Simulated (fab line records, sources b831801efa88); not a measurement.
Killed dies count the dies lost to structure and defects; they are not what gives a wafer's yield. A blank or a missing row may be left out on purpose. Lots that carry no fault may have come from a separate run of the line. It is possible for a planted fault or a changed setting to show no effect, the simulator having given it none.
Which tool did it?    flow gf180mcu    13 lots (39 wafers sampled), 1 step of a 602-step route

WHAT THE GAUGES SHOWED, per wafer
GF_V3_RS_MEAS_24: a four-point-probe measurement. Usual: V3_W_RS gives 0.328 ohm/sq (standard deviation 0.0035).
lot   measured      on            V3_W_RS (ohm/sq)   flag
L267  day 22 20:26  filmMetro-03  0.319 0.321 0.326  
L269  day 23 19:23  filmMetro-03  0.325 0.329 0.322  
L270  day 24 05:58  filmMetro-03  0.334 0.326 0.331  
L273  day 25 03:17  filmMetro-03  0.328 0.330 0.326  
L274  day 25 06:05  filmMetro-02  0.325 0.324 0.332  
L275  day 25 21:28  filmMetro-01  0.331 0.327 0.330  
L277  day 26 05:35  filmMetro-03  0.328 0.325 0.325  
L276  day 26 07:59  filmMetro-02  0.328 0.326 0.324  
L278  day 26 19:13  filmMetro-01  0.327 0.329 0.327  
L279  day 27 01:50  filmMetro-03  0.329 0.322 0.324  
L280  day 27 08:52  filmMetro-01  0.329 0.330 0.332  
L283  day 28 09:35  filmMetro-01  0.327 0.331 0.325  
L289  day 30 06:14  filmMetro-03  0.329 0.327 0.329  

EACH LOT AND THE TOOL THAT RAN IT (in order: tool; ch and the chambers of the sampled wafers; start)
No process step before these readings appears in the record.

WHAT THE TOOLS THEMSELVES READ (means of the sampled wafers that have a number; where no wafer has one, the mark that the record gives instead)
The record holds no such reading with a usual standard deviation.

THE ANSWER, worked out from the rows above alone
Rule: a lot counts as off when the mean over its wafers that have a number is more than 3 standard deviations away from the usual mean. Also off: a lot with no number at a reading for which 4 or more lots have one. Any other lot the step has rows for is counted as sound. The gauges are gone through in route order, then the tools' own readings, and for those a lot's mean is taken as printed above. At the first step where some lot is off, the reading lying furthest off is the one used; lots without a number count as furthest.
Nothing can be told from this: no lot is off at any reading shown.

WHAT THE SIMULATOR PUT IN
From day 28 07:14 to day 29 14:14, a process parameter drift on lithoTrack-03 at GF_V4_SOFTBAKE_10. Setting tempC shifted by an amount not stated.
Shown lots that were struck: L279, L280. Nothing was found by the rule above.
